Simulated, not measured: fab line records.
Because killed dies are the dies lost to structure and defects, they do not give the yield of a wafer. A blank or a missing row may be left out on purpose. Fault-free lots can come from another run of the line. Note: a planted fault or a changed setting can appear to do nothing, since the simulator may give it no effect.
Which tool was responsible?    flow sky130    33 wafers from 11 lots sampled at 5 of the route's 708 steps

== WHAT EACH GAUGE READ, for each wafer ==
SKY_VIA4_OVL_MEAS_11. Usual: VIA4_OVL typically reads -0.5 nm, with standard deviation 1.4.
lot   measured      on          VIA4_OVL (nm)   flag
L540  day 43 11:24  overlay-02  0.3 -0.7 -0.2   
L541  day 43 17:25  overlay-02  0.0 -1.3 -1.3   
L542  day 44 00:40  overlay-01  -3.2 -1.7 -2.7  
L543  day 44 07:34  overlay-01  -1.4 -1.5 -2.7  
L551  day 46 12:58  overlay-02  -1.5 1.6 0.7    
L552  day 46 14:04  overlay-01  0.1 -0.8 -2.7   
L553  day 47 02:31  overlay-02  1.5 -0.8 1.3    
L555  day 47 08:41  overlay-01  0.4 0.4 -0.3    
L556  day 47 14:28  overlay-01  -1.1 -0.9 -0.8  
L560  day 48 09:22  overlay-02  -1.5 -2.6 0.8   
L561  day 48 13:58  overlay-01  0.6 -1.4 -0.3   

SKY_PASSIVATION_THK_MEAS_03. Usual: PASSIVATION_CVD_02_THK typically reads 542 nm, with standard deviation 8.1.
lot   measured      on             PASSIVATION_CVD_02_THK (nm)  flag
L540  day 44 12:48  film metro-01  536 553 543                  
L541  day 44 18:16  film metro-04  534 542 537                  
L542  day 45 01:28  film metro-01  539 539 553                  
L543  day 45 08:20  film metro-01  542 537 547                  
L551  day 47 11:32  film metro-04  540 538 547                  
L552  day 47 12:26  film metro-04  589 593 592                  OFF
L553  day 48 01:31  film metro-04  596 601 609                  OFF
L555  day 48 07:07  film metro-04  539 535 557                  
L556  day 48 12:22  film metro-02  533 541 557                  
L560  day 49 05:52  film metro-01  553 557 552                  
L561  day 49 10:50  film metro-02  544 553 549                  

== WHICH TOOL RAN EACH LOT (tool, then ch and the chambers of the sampled wafers, then the start) ==
lot   SKY_METAL4_STRIP_19                   SKY_VIA4_CMP_21                SKY_PASSIVATION_CVD_02
L540  plasma asher-03 ch 0,1, day 42 11:35  cmp-02 ch 0,1,2, day 43 13:06  pecvd-03 ch 0, day 44 12:28
L541  plasma asher-03 ch 0, day 42 17:31    cmp-02 ch 1,2,3, day 43 18:37  pecvd-03 ch 0,1, day 44 18:02
L542  plasma asher-02 ch 0,1, day 43 01:21  cmp-02 ch 0,2, day 44 01:45    pecvd-01 ch 0,1,2, day 45 01:13
L543  plasma asher-02 ch 0,1, day 43 08:35  cmp-01 ch 0,2,3, day 44 08:40  pecvd-01 ch 0,2, day 45 08:07
L551  plasma asher-01 ch 0,1, day 45 15:24  cmp-01 ch 0,2, day 46 14:08    pecvd-01 ch 0,2, day 47 11:19
L552  plasma asher-01 ch 0,1, day 45 16:44  cmp-02 ch 0,1,2, day 46 15:10  pecvd-01 ch 0,1,2, day 47 12:13
L553  plasma asher-01 ch 0,1, day 46 04:55  cmp-02 ch 0,3, day 47 04:11    pecvd-01 ch 0,2, day 48 01:17
L555  plasma asher-01 ch 0,1, day 46 12:17  cmp-02 ch 0,1,3, day 47 10:01  pecvd-03 ch 0,1,2, day 48 06:53
L556  plasma asher-02 ch 0,1, day 46 17:22  cmp-01 ch 2,3, day 47 15:36    pecvd-03 ch 0,1,2, day 48 12:07
L560  plasma asher-01 ch 0,1, day 47 12:43  cmp-01 ch 1,2,3, day 48 10:30  pecvd-03 ch 0,1, day 49 05:38
L561  plasma asher-01 ch 0,1, day 47 18:25  cmp-02 ch 1,2,3, day 48 15:09  pecvd-02 ch 0,1,2, day 49 10:37
- SKY_METAL4_STRIP_19: strips in O2/N2.
- SKY_VIA4_CMP_21: polishes, stops on SiO2, t overpolish 25 s, target thk 0 nm.
- SKY_PASSIVATION_CVD_02: deposits Si3N4, target thk 540 nm.

== WHAT THE TOOLS THEMSELVES READ (means of the sampled wafers that have a number; where no wafer has one, the mark that the record gives instead) ==
SKY_METAL4_STRIP_19. Usual: drypump motor current A 5.55 A, standard deviation 0.28; oes product au 0.511 a.u., standard deviation 0.0081; strip time to endpoint s 6.74 s, standard deviation 0.15.
lot   tool             drypump motor current A (A)  oes product au (a.u.)  strip time to endpoint s (s)  flag
L540  plasma asher-03  5.33                         0.512                  6.74                          
L541  plasma asher-03  5.00                         0.503                  6.57                          
L542  plasma asher-02  5.39                         0.513                  6.80                          
L543  plasma asher-02  5.52                         0.502                  6.57                          
L551  plasma asher-01  5.68                         0.514                  6.78                          
L552  plasma asher-01  5.65                         0.508                  6.64                          
L553  plasma asher-01  5.69                         0.518                  6.91                          
L555  plasma asher-01  5.66                         0.518                  6.90                          
L556  plasma asher-02  5.51                         0.514                  6.80                          
L560  plasma asher-01  5.66                         0.515                  6.88                          
L561  plasma asher-01  5.69                         0.521                  6.84                          

SKY_VIA4_CMP_21. Usual: motor current A 11.0 A, standard deviation 0.74; overpolish run s 25.000 s, standard deviation 0.0089; time to endpoint s 121 s, standard deviation 4.3.
lot   tool    motor current A (A)  overpolish run s (s)  time to endpoint s (s)  flag
L540  cmp-02  11.5                 25.008                120                     
L541  cmp-02  11.1                 25.000                123                     
L542  cmp-02  11.3                 25.005                123                     
L543  cmp-01  10.3                 25.003                117                     
L551  cmp-01  10.2                 24.998                117                     
L552  cmp-02  11.5                 25.011                127                     
L553  cmp-02  11.6                 24.997                128                     
L555  cmp-02  11.5                 25.004                122                     
L556  cmp-01  10.0                 25.003                117                     
L560  cmp-01  10.7                 25.001                119                     
L561  cmp-02  10.8                 25.000                118                     

SKY_PASSIVATION_CVD_02. Usual: heater power w 764 W, standard deviation 120; rf fwd power W 449.3 W, standard deviation 1.3.
lot   tool      heater power w (W)  rf fwd power W (W)  flag
L540  pecvd-03  644                 450.2               
L541  pecvd-03  781                 450.0               
L542  pecvd-01  787                 448.8               
L543  pecvd-01  861                 448.4               
L551  pecvd-01  873                 447.8               
L552  pecvd-01  700                 630.8               OFF
L553  pecvd-01  764                 629.9               OFF
L555  pecvd-03  752                 450.6               
L556  pecvd-03  795                 449.4               
L560  pecvd-03  661                 448.1               
L561  pecvd-02  658                 449.7               

== THE ANSWER, worked out from the rows above alone ==
Rule: a lot is off if the mean of its wafers that have a number lies more than 3 standard deviations from the usual mean. Also off: a lot with no number at a reading for which 4 or more lots have one. Where the step has rows for the other lots, those lots are counted as sound. After the gauges, taken in route order, come the tools' own readings; for these a lot's mean is taken, as printed above. The first step at which some lot is off is used, and at that step the reading that is off furthest; a lot without a number counts as furthest.
Off: L552, L553, seen at SKY_PASSIVATION_THK_MEAS_03 (PASSIVATION_CVD_02_THK).
A tool fits if, at a process step before that reading, it ran every lot that is off, and no sound lot after the first of them. The gauges at SKY_PASSIVATION_THK_MEAS_03 aren't tried: what is off there is off at SKY_PASSIVATION_CVD_02 too, on other tools, and a gauge's error can't cause that. One candidate fits, namely pecvd-01 at SKY_PASSIVATION_CVD_02. Its last sound lot is L551 (day 47 11:19), its first lot that is off L552 (day 47 12:13): a fault that began between those two fits.
The tool's own readings at SKY_PASSIVATION_CVD_02 bear it out: on the lots that are off they differ by more than 5 times the standard deviation of the sound lots' means. rf fwd power W reads 630.3 W there against 449.2 W on the sound lots.

== WHAT THE SIMULATOR HAD INSERTED ==
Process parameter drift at SKY_PASSIVATION_CVD_02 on pecvd-01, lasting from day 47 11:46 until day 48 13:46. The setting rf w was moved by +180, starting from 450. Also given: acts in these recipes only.
Shown lots that were struck: L552, L553. The rule given above showed the same thing.
